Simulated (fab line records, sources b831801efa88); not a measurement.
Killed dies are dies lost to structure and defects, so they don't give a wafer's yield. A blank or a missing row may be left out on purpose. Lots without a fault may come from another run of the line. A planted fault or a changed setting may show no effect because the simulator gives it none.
Problem report in the 8D (eight disciplines) form, filled by code | flow sfq_line | the parts of the form that need people (team, actions taken, sign-off) are left out

1. THE PROBLEM
exposure_dose_mJ_cm2 at SFQ_TRILAYER_I1_VIA_LITHO_EXPOSE_050 reads a mean of 21.930 on 9 wafers of 3 lots; wafers without a fault read 21.305 with a standard deviation of 0.02. That is +31 standard deviations from the usual mean.
The step: exposes mask I1, target cd 500 nm.
First seen on wafer L766.1, day 28 18:55, on krf_scanner-02. The record holds 21 wafers of 7 lots with a number at this step. Rule for "out", or "out of limits": more than 4 standard deviations from the usual mean. The other wafers with a number count as sound.

2. WHAT IT IS AND WHAT IT IS NOT
question                    | is                     | is not
which readings at this step | exposure_dose_mJ_cm2   | reticle_temp_C
which lots                  | L766, L767, L768       | L760, L763, L771, L778
which wafers of those lots  | all that have a number | -
read on which tools         | krf_scanner-02         | krf_scanner-01
when                        | from day 28 18:55      | up to then (6 sound wafers); but 6 sound wafers of L771, L778 came after

3. SUSPECTS, AND WHAT RULES EACH OUT
Counting: a tool at a process step up to the reading stays a suspect if it ran every lot that is out and no sound lot after the first of them.
- rie_metal-01 at SFQ_TRILAYER_M1_BARC_OPEN_METAL_ETCH_054 (etches BARC in O2, target depth 125 nm, time 41.7 s): kept. It ran every lot that is out, first L766 (day 22 01:41), and no sound lot after that; its last sound lot up to then is L763 (day 20 21:49).
- rie_metal-01 at SFQ_TRILAYER_M1_ETCH_METAL_ETCH_042 (etches Nb in Cl2/Ar, stops on SiO2, target depth 240 nm, time 120 s): kept. It ran every lot that is out, first L766 (day 22 01:44), and no sound lot after that; its last sound lot up to then is L763 (day 20 21:52).
- rie_metal-01 at SFQ_TRILAYER_M1_STRIP_STRIP_043 (strips in O2): kept. It ran every lot that is out, first L766 (day 22 01:52), and no sound lot after that; its last sound lot up to then is L763 (day 20 21:59).
- krf_scanner-02 at SFQ_TRILAYER_I1_VIA_LITHO_EXPOSE_050 (exposes mask I1, target cd 500 nm): kept. It ran every lot that is out, first L766 (day 28 18:55), and no sound lot after that; its last sound lot up to then is L763 (day 27 21:04). Its own readings are out on those wafers: exposure_dose_mJ_cm2.
Left after counting: rie_metal-01 at SFQ_TRILAYER_M1_BARC_OPEN_METAL_ETCH_054, rie_metal-01 at SFQ_TRILAYER_M1_ETCH_METAL_ETCH_042, rie_metal-01 at SFQ_TRILAYER_M1_STRIP_STRIP_043, krf_scanner-02 at SFQ_TRILAYER_I1_VIA_LITHO_EXPOSE_050.

4. THE CAUSE (what the simulator had put in)
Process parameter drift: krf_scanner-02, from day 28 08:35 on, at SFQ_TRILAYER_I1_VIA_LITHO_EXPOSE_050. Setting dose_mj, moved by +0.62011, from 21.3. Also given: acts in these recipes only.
Counting left 4 suspects, and this tool is among them.

5. THE CHAIN OF EFFECTS, in route order
Each row: a reading whose mean over the struck wafers that have a number lies more than 3 standard deviations from the usual. Only readings for which the record gives a usual standard deviation are gone through. hours: the time from each lot's start at the first step in this table that gives one to its start at this step, as a median over the lots. sigmas: the change in usual standard deviations.
hours | step                                 | reading              | usual  | on struck wafers | change | sigmas
0     | SFQ_TRILAYER_I1_VIA_LITHO_EXPOSE_050 | exposure_dose_mJ_cm2 | 21.305 | 21.930           | +0.625 | +31
The process steps in it:
- SFQ_TRILAYER_I1_VIA_LITHO_EXPOSE_050: exposes mask I1, target cd 500 nm.
Later measuring or inspecting steps at which every struck wafer that the step has a row for has a number for every such reading, and none has moved that far: SFQ_I1_OVL_MEAS_913.

6. WHAT WOULD HAVE CAUGHT IT SOONER
In this record the first reading out of limits was taken at day 28 18:55, 10 hours after the fault began at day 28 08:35.
